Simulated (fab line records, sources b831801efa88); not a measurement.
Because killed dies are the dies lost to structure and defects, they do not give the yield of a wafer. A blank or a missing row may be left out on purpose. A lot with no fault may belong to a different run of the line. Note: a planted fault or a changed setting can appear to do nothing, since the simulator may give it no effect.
Which of the tools did it?	flow sky130	6 lots with 18 wafers sampled at 3 steps, on a route of 708 steps

## WHAT THE GAUGES SHOWED, per wafer
SKY_VIA2_THK_MEAS_01.
lot	measured	on	VIA2_HDPCVD_THK (nm)
L719	day 36 01:53	film-metro-02	1160 1151 1167
L722	day 36 22:17	film-metro-01	1171 1179 1189
L724	day 38 03:05	film-metro-01	1180 1189 1168
L726	day 38 13:13	film-metro-04	1197 1186 1174
L729	day 39 12:56	film-metro-02	1197 1180 1184
L738	day 42 11:16	film-metro-01	1162 1182 597

## EACH LOT AND THE TOOL THAT RAN IT (in order: tool; ch and the chambers of the sampled wafers; start)
lot	SKY_METAL1_SPUTTER_03	SKY_VIA2_HDPCVD_00
L719	pvd-sputter-04, day 32 12:30	hdpcvd-01 ch 0,1,2, day 36 01:45
L722	pvd-sputter-01, day 33 10:54	hdpcvd-02 ch 0,1, day 36 22:08
L724	pvd-sputter-03, day 34 13:43	hdpcvd-02 ch 0,1,2, day 38 02:59
L726	pvd-sputter-03, day 34 23:46	hdpcvd-01 ch 0,1, day 38 13:05
L729	pvd-sputter-01, day 36 01:22	hdpcvd-01 ch 0,1,2, day 39 12:48
L738	pvd-sputter-03, day 39 04:33	hdpcvd-01 ch 0,1,2, day 42 11:08
- SKY_METAL1_SPUTTER_03: material Ti, target thk 5 nm, time 3.3 s.
- SKY_VIA2_HDPCVD_00: deposits SiO2, target thk 1180 nm, time 196.7 s.

## THE ANSWER, worked out from the rows above alone
Rule: the lots themselves supply what counts as usual. The widest of any qualifying gaps counts: lots, ordered by their means at a reading, are off when they make up no more than a third of the lots, leave a main group of 4 or more, and stand apart from it by 3 or more times the standard deviation of that group's means. Not used: any main group whose means are identical at the precision the tables above print for the reading. Also off: a lot with no number at a reading for which 4 or more lots have one. The other lots that the step has rows for count as sound.
Off: at SKY_VIA2_THK_MEAS_01 (VIA2_HDPCVD_THK), L738. The main group: mean 1178 nm, standard deviation 9.9.
A tool fits if, at a process step before that reading, it ran every lot that is off, and no sound lot after the first of them. Those tools and the gauges at SKY_VIA2_THK_MEAS_01 are tried in the same way. Can't be told from this: 3 tools fit, pvd-sputter-03 at SKY_METAL1_SPUTTER_03, hdpcvd-01 at SKY_VIA2_HDPCVD_00, film-metro-01 at SKY_VIA2_THK_MEAS_01.

## WHAT HAD BEEN PUT IN BY THE SIMULATOR
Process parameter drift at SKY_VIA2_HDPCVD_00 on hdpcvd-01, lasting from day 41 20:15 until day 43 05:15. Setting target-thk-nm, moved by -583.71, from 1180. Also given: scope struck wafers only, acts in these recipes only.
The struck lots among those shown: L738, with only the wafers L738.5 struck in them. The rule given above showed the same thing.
